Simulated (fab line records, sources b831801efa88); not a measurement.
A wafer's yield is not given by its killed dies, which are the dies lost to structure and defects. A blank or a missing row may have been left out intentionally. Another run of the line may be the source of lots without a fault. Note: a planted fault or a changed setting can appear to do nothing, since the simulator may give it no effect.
A struck lot beside a sound one -- flow gf180mcu -- 15 out of 602 route steps
Sound: these wafers, L777.2, L777.4, L777.6. Wafers struck: L784.1, L784.3, L784.4. Last of all comes the cause.
At each step with rows: each side's tool, then ch and its chambers, then its first start. Under that, the readings that differ: sound wafers -- struck wafers -- difference of the means -- sigmas: that difference in standard deviations of wafers without a fault.
alike: readings with means less than 2 such deviations apart, plus words and numbers identical on both sides. not compared: withheld readings, readings lacking a value on some wafer, bounds such as >300 that could conceal the same value, and numbers that have no deviation in the record and whose values overlap.
The two part at a step that has a row with sigmas, a row that says differs or no value, or rows on one side only. Numbers that don't overlap but have no deviation are shown without sigmas and don't part them. Lack of a reading on every wafer of one side parts them only where that side has two or more wafers.

GF_TOP_METAL_SPUTTER_04: material TiN, target thk 25 nm, time 20.8 s.
  sound on pvdSputter-02, day 28 07:36; struck on pvdSputter-03, day 30 21:37
  alike: throttleValvePct
GF_TOP_METAL_RS_MEAS_05: measurement is done with a four-point probe.
  sound on filmMetro-02, day 28 07:39; struck on filmMetro-01, day 30 21:38
  alike: TOP_METAL_ALCU_RS
GF_TOP_METAL_THK_MEAS_06: measures by xrf.
  sound on filmMetro-02, day 28 07:46; struck on filmMetro-01, day 30 21:46
  alike: TOP_METAL_ALCU_THK
then, 7 steps without rows for these wafers: GF_TOP_METAL_DEHYDRATE_07 (time 60 s); GF_TOP_METAL_HMDS_08 (prime time 60 s); GF_TOP_METAL_COAT_09 (resist thk 1500 nm); GF_TOP_METAL_SOFTBAKE_10 (time 60 s); GF_TOP_METAL_EXPOSE_11 (exposes mask MetalTop, target cd 440 nm); GF_TOP_METAL_PEB_12; GF_TOP_METAL_DEVELOP_13 (develop time 60 s).
GF_TOP_METAL_CD_MEAS_14 targets a cd of 440 nm.
  sound on cdSem-02, day 29 02:44; struck on cdSem-01, day 31 14:40
  alike: cdNm
GF_TOP_METAL_OVL_MEAS_15:
  sound on overlay-02, day 29 02:50; struck on overlay-01, day 31 14:47
  alike: TOP_METAL_OVL
GF_TOP_METAL_METAL_ETCH_16: etches the open film in Cl2/BCl3, stops on SiO2, target depth 1197 nm, time 199.5 s.
  sound on rieMetal-03 ch 0,1, day 29 02:52; struck on rieMetal-01 ch 1, day 31 14:49
reading,sound,struck,difference,sigmas
runLengthS (s),227.0 228.1 228.2,234.9 234.9 234.5,+7.0,+8
model.NOVOLAK_of_TOP_METAL_COAT_09.thkNm (nm),1023 1040 1043,1002 1000 999.7,-35,
  alike: drypumpMotorCurrentA, oesProductAu, rfFwdPowerW, throttleValvePct
  not compared: rfHoursCounterH
GF_TOP_METAL_STRIP_17: strips in O2/N2.
  sound on plasmaAsher-03 ch 0,1, day 29 03:04; struck on plasmaAsher-02 ch 0,1, day 31 15:12
reading,sound,struck,difference,sigmas
stripTimeToEndpointS (s),12.93 13.13 13.14,12.75 12.73 12.73,-0.33,-3
  alike: drypumpMotorCurrentA, heaterPowerW, oesProductAu
  not compared: rfHoursCounterH
then, 1 step without rows for these wafers: GF_PASSIVATION_PROBE_99.

== WHERE THEY PART ==
At GF_TOP_METAL_METAL_ETCH_16 first; at GF_TOP_METAL_STRIP_17 last (within this record only).

WHY: what the simulator had put in
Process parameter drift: rieMetal-01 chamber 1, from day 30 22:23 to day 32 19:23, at GF_TOP_METAL_METAL_ETCH_16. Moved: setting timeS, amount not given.
